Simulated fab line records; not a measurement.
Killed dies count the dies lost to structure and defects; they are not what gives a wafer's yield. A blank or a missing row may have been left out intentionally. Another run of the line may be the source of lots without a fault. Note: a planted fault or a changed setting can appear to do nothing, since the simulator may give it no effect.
A lot that was struck, set against a sound lot :: flow gf180mcu :: 20 out of 602 route steps
Sound: wafers L781.2, L781.3, L781.4. The struck wafers were L791.2, L791.3, L791.4. At the end, the cause is stated.
For every step that has rows: the tool of each side, followed by ch and its chambers, followed by its first start. Under that, the readings that differ: sound wafers :: struck wafers :: difference of the means :: sigmas: that difference in standard deviations of wafers without a fault.
alike: same words and numbers on both sides, and readings whose means sit less than 2 such deviations apart. not compared: any withheld reading, any reading some wafer has no value for, any bound like >300 that may hide the same value, and any number with overlapping values for which the record gives no deviation.
Wherever a step has rows on one side only, a row that says differs or no value, or a row with sigmas, the two part there. Numbers that don't overlap but have no deviation are shown without sigmas and don't part them. A reading that every wafer of one side lacks parts them only if that side has two wafers or more.

first, 1 step without rows for these wafers: GF_DUAL_GATE_WET_ETCH_12 (etches SiO2 in dHF, target depth 13 nm, time 260 s).
GF_DUAL_GATE_STRIP_13: strips in O2/N2.
  sound on plasma_asher-03 ch 0,1, day 8 23:44; struck on plasma_asher-02 ch 0,1, day 12 00:14
  alike: chamber_pressure_mTorr, drypump_motor_current_A, heater_power_w, o2_flow_sccm, oes_product_au, strip_time_to_endpoint_s
  not compared: rf_hours_counter_h
then, 3 steps without rows for these wafers: GF_DUAL_GATE_CLEAN_14 (cleans in SC1/SC2, time 150 s); GF_DUAL_GATE_OXIDATION_15 (stabilise 600 s, purge 300 s, target thk 7.098 nm); GF_POLY_GATE_CVD_00 (deposits poly-Si, target thk 200 nm, time 1200 s).
GF_POLY_GATE_THK_MEAS_01:
  struck on film_metro-02, day 12 06:14; sound on film_metro-03, day 9 03:03
reading: POLY_GATE_CVD_00_THK (nm)
sound: 194.1 195.7 194.9
struck: 200.9 199.1 200.0
difference: +5.1
sigmas: +2
then, 6 steps without rows for these wafers: GF_POLY_GATE_DEHYDRATE_02 (time 60 s); GF_POLY_GATE_HMDS_03 (prime time 60 s); GF_POLY_GATE_COAT_04; GF_POLY_GATE_COAT_05 (resist thk 700 nm); GF_POLY_GATE_SOFTBAKE_06 (time 60 s); GF_POLY_GATE_EXPOSE_07 (exposes mask Poly2, target cd 280 nm).
GF_POLY_GATE_PEB_08: peb time 90 s.
  sound on litho_track-04 ch 0, day 9 20:12; struck on litho_track-04 ch 0, day 13 01:18
then, 1 step without rows for these wafers: GF_POLY_GATE_DEVELOP_09 (develop time 60 s).
GF_POLY_GATE_CD_MEAS_10: target cd 280 nm.
  struck on cd_sem-01, day 13 01:38; sound on cd_sem-02, day 9 20:32
reading: cd_nm (nm)
sound: 279.6 279.6 278.5
struck: 274.2 272.9 274.3
difference: -5.4
sigmas: -4
GF_POLY_GATE_OVL_MEAS_11:
  struck on overlay-02, day 13 01:44; sound on overlay-01, day 9 20:38
  alike: POLY_GATE_OVL
GF_POLY_GATE_ETCH_12: etches BARC in N2/H2.
  sound on rie_diel-02 ch 1,2,3, day 9 20:40; struck on rie_diel-02 ch 0,1,3, day 13 01:46
reading: model.POLY_GATE.cd_nm (nm)
sound: 278.9 277.9 277.4
struck: 274.6 274.1 272.9
difference: -4.2
sigmas: 
  alike: chamber_pressure_mTorr, drypump_motor_current_A, oes_product_au, throttle_valve_pct
GF_POLY_GATE_ETCH_13: etches poly-Si in HBr/Cl2, stops on SiO2, target depth 198.5 nm, time 69.6 s.
  sound on rie_si-02 ch 0,1,2, day 9 20:43; struck on rie_si-02 ch 0,1,3, day 13 01:49
reading: model.POLY_GATE.cd_nm (nm)
sound: 276.3 276.1 277.6
struck: 274.8 272.9 272.8
difference: -3.2
sigmas: 
  alike: HBr_flow_sccm, chamber_pressure_mTorr, drypump_motor_current_A, oes_product_au, throttle_valve_pct
  not compared: rf_hours_counter_h
GF_POLY_GATE_STRIP_14: strips in O2/N2.
  sound on plasma_asher-01 ch 0,1, day 9 20:47; struck on plasma_asher-02 ch 0,1, day 13 01:53
  alike: chamber_pressure_mTorr, drypump_motor_current_A, heater_power_w, o2_flow_sccm, oes_product_au
  not compared: rf_hours_counter_h
then, 1 step without rows for these wafers: GF_PASSIVATION_PROBE_99.

WHERE THEY PART
Last at GF_POLY_GATE_CD_MEAS_10 as far as this record goes, first at GF_POLY_GATE_THK_MEAS_01. Later steps at which nothing parts them and some readings are alike: GF_POLY_GATE_OVL_MEAS_11, GF_POLY_GATE_ETCH_12, GF_POLY_GATE_ETCH_13, GF_POLY_GATE_STRIP_14.

WHY: what had been put in by the simulator
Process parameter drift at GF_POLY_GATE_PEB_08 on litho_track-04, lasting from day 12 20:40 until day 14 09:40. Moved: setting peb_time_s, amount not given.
